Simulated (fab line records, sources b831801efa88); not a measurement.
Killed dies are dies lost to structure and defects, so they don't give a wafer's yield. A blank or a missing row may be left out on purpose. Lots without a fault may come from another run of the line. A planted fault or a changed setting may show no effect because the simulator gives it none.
One fault seen from 2 desks | flow gf180mcu | each desk has only its own numbers; what lay behind them comes last

THE METROLOGY DESK
What the gauges read, lot by lot, whatever tool the lot ran on: means of the sampled wafers that have a number. A lot is out of limits, marked OUT, if its mean lies more than 4 standard deviations from the usual mean; the brackets give that distance.
Columns: A = V2_OVL at GF_V2_OVL_MEAS_15, usual 5 nm; B = V2_W_THK at GF_V2_THK_MEAS_25, usual 365 nm; C = M3_OVL at GF_M3_OVL_MEAS_15, usual -4 nm
lot  | first seen here | A  | B   | C
L148 | day 20 12:33    | 8  | 372 | -11
L150 | day 21 09:07    | 18 | 360 | -10
L151 | day 21 15:25    | -1 | 362 | -8
L153 | day 22 21:12    | 9  | 369 | 11
L156 | day 23 20:00    | -5 | 365 | -3
L161 | day 25 14:47    | -7 | 374 | -1
L164 | day 26 13:52    | 15 | 363 | -17
L163 | day 26 15:16    | 8  | 359 | -2
L165 | day 26 18:21    | 1  | 361 | -2
L166 | day 27 08:57    | -3 | 358 | 3
L167 | day 27 09:08    | -4 | 364 | -6
L168 | day 27 17:20    | 11 | 370 | -4
L169 | day 27 19:25    | -3 | 361 | -4
L170 | day 28 07:41    | 2  | 366 | -4
This desk's finding: nothing out of limits on any of the 14 lots.

THE TOOL OWNER'S DESK: rie_metal-03
The tool's own readings at GF_M3_METAL_ETCH_16 (etches the open film in Cl2/BCl3, stops on SiO2, target depth 627.5 nm, time 104.6 s): means of the sampled wafers that have a number, for each lot that ran on this tool. A lot is out of limits, marked OUT, if its mean lies more than 4 standard deviations from the usual mean; the brackets give that distance.
Columns: A = drypump_motor_current_A at GF_M3_METAL_ETCH_16, usual 5.8 A; B = oes_product_au at GF_M3_METAL_ETCH_16, usual 0.975 a.u.; C = rf_fwd_power_W at GF_M3_METAL_ETCH_16, usual 796.5 W; D = throttle_valve_pct at GF_M3_METAL_ETCH_16, usual 28.247 %
lot  | first seen here | A   | B                | C               | D
L148 | day 21 14:42    | 5.5 | 0.974            | 795.8           | 28.242
L150 | day 22 10:37    | 5.5 | 0.970            | 795.9           | 28.252
L151 | day 22 17:07    | 5.6 | 0.984            | 797.9           | 28.250
L153 | day 23 21:15    | 5.5 | 0.911 (-10) OUT  | 667.6 (-56) OUT | 28.319 (+6.5) OUT
L156 | day 24 20:15    | 5.5 | 0.912 (-9.9) OUT | 666.7 (-56) OUT | 28.302 (+5.0) OUT
L164 | day 27 12:16    | 5.7 | 0.973            | 794.8           | 28.249
L165 | day 27 16:58    | 5.7 | 0.971            | 793.3           | 28.248
This desk's finding: out of limits on L153, L156; first on L153, day 23 21:15 (oes_product_au at GF_M3_METAL_ETCH_16). In limits: L148, L150, L151, L164, L165.

PUT TOGETHER
The tool owner's desk could have raised an alarm at day 23 21:15, on L153, L156.
The metrology desk saw nothing out of limits.
The metrology desk has L153, L156 on record, within its limits.
Of the lots named, all ran GF_M3_METAL_ETCH_16 on rie_metal-03.

WHAT THE SIMULATOR HAD PUT IN
Process parameter drift: rie_metal-03, from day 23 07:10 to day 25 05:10, at GF_M3_METAL_ETCH_16. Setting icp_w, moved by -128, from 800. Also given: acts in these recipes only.
Lots struck among those shown: L153, L156.
Hours from the fault's start to each desk's first reading out of limits: the tool owner's desk, 14.
